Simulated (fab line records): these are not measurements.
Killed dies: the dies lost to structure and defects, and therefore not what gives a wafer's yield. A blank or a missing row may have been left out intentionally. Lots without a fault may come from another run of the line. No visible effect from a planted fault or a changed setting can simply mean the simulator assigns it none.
Matching of chambers :: flow gf180mcu :: cmp-01 running GF_CONTACT_CMP_04: 4 sister chambers
The step polishes SiO2. 22 wafers are shown with their chamber, then 10 later ones without.

## EACH WAFER AND ITS CHAMBER
wafer: L161.1
chamber: 3
motor_current_A (A): 13.9
time_to_endpoint_s (s): 112

wafer: L161.2
chamber: 1
motor_current_A (A): 12.1
time_to_endpoint_s (s): 118

wafer: L161.6
chamber: 0
motor_current_A (A): 11.3
time_to_endpoint_s (s): 116

wafer: L162.2
chamber: 1
motor_current_A (A): 12.8
time_to_endpoint_s (s): 121

wafer: L162.4
chamber: 0
motor_current_A (A): 11.2
time_to_endpoint_s (s): 123

wafer: L162.5
chamber: 3
motor_current_A (A): 12.9
time_to_endpoint_s (s): 118

wafer: L165.1
chamber: 0
motor_current_A (A): 11.5
time_to_endpoint_s (s): 117

wafer: L165.2
chamber: 2
motor_current_A (A): 12.5
time_to_endpoint_s (s): 137

wafer: L165.6
chamber: 1
motor_current_A (A): 12.9
time_to_endpoint_s (s): 123

wafer: L166.1
chamber: 3
motor_current_A (A): 13.0
time_to_endpoint_s (s): 113

wafer: L166.3
chamber: 2
motor_current_A (A): 12.8
time_to_endpoint_s (s): 141

wafer: L166.4
chamber: 0
motor_current_A (A): 12.0
time_to_endpoint_s (s): 120

wafer: L167.3
chamber: 0
motor_current_A (A): 11.8
time_to_endpoint_s (s): 124

wafer: L167.4
chamber: 3
motor_current_A (A): 12.3
time_to_endpoint_s (s): 120

wafer: L176.1
chamber: 1
motor_current_A (A): 12.9
time_to_endpoint_s (s): 113

wafer: L176.3
chamber: 0
motor_current_A (A): 11.7
time_to_endpoint_s (s): 116

wafer: L176.6
chamber: 2
motor_current_A (A): 12.5
time_to_endpoint_s (s): 121

wafer: L177.1
chamber: 0
motor_current_A (A): 11.5
time_to_endpoint_s (s): 115

wafer: L177.2
chamber: 1
motor_current_A (A): 13.4
time_to_endpoint_s (s): 119

wafer: L177.3
chamber: 2
motor_current_A (A): 12.7
time_to_endpoint_s (s): 121

wafer: L178.4
chamber: 3
motor_current_A (A): 13.5
time_to_endpoint_s (s): 128

wafer: L178.5
chamber: 1
motor_current_A (A): 12.7
time_to_endpoint_s (s): 129

SIGNATURES (averages over the wafers above)
reading: motor_current_A
chamber 0: 11.571
chamber 1: 12.800
chamber 2: 12.625
chamber 3: 13.120
scatter within a chamber: 0.402

reading: time_to_endpoint_s
chamber 0: 118.71
chamber 1: 120.50
chamber 2: 130.00
chamber 3: 118.20
scatter within a chamber: 6.32
Rule: a wafer's distance from a chamber is the root of the sum, over the readings, of the square of ((its reading less the chamber's mean) divided by the reading's scatter). If the next closest chamber is less than 2 further off than the closest, the wafer can't be placed; otherwise it belongs to the closest. The scatter is the square root of a quotient: the sum, over the shown wafers, of each reading's squared deviation from its chamber's mean, divided by wafers minus chambers.

## WAFERS WITH NO CHAMBER GIVEN
wafer: L178.6
motor_current_A (A): 11.7
time_to_endpoint_s (s): 128

wafer: L179.2
motor_current_A (A): 12.5
time_to_endpoint_s (s): 120

wafer: L179.3
motor_current_A (A): 12.9
time_to_endpoint_s (s): 120

wafer: L179.4
motor_current_A (A): 11.7
time_to_endpoint_s (s): 120

wafer: L181.1
motor_current_A (A): 12.2
time_to_endpoint_s (s): 107

wafer: L181.4
motor_current_A (A): 12.8
time_to_endpoint_s (s): 119

wafer: L181.5
motor_current_A (A): 13.9
time_to_endpoint_s (s): 110

wafer: L182.1
motor_current_A (A): 13.6
time_to_endpoint_s (s): 113

wafer: L182.4
motor_current_A (A): 12.9
time_to_endpoint_s (s): 127

wafer: L182.5
motor_current_A (A): 12.8
time_to_endpoint_s (s): 114

## THE CHAMBER EACH PASSED THROUGH
wafer: L178.6
from the rows above: can't be placed: 0 or 2 or 1
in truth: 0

wafer: L179.2
from the rows above: can't be placed: 1 or 3 or 2 or 0
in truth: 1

wafer: L179.3
from the rows above: can't be placed: 1 or 3 or 2
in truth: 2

wafer: L179.4
from the rows above: 0
in truth: 0

wafer: L181.1
from the rows above: can't be placed: 0 or 1 or 3 or 2
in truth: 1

wafer: L181.4
from the rows above: can't be placed: 1 or 3 or 2
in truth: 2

wafer: L181.5
from the rows above: can't be placed: 3 or 1
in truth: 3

wafer: L182.1
from the rows above: can't be placed: 3 or 1
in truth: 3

wafer: L182.4
from the rows above: can't be placed: 2 or 1 or 3
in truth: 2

wafer: L182.5
from the rows above: can't be placed: 1 or 3 or 2
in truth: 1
1 of 10 placed correctly. These rows do not allow placing 9 (true chamber among the candidates in 9). Number placed wrongly: 0.
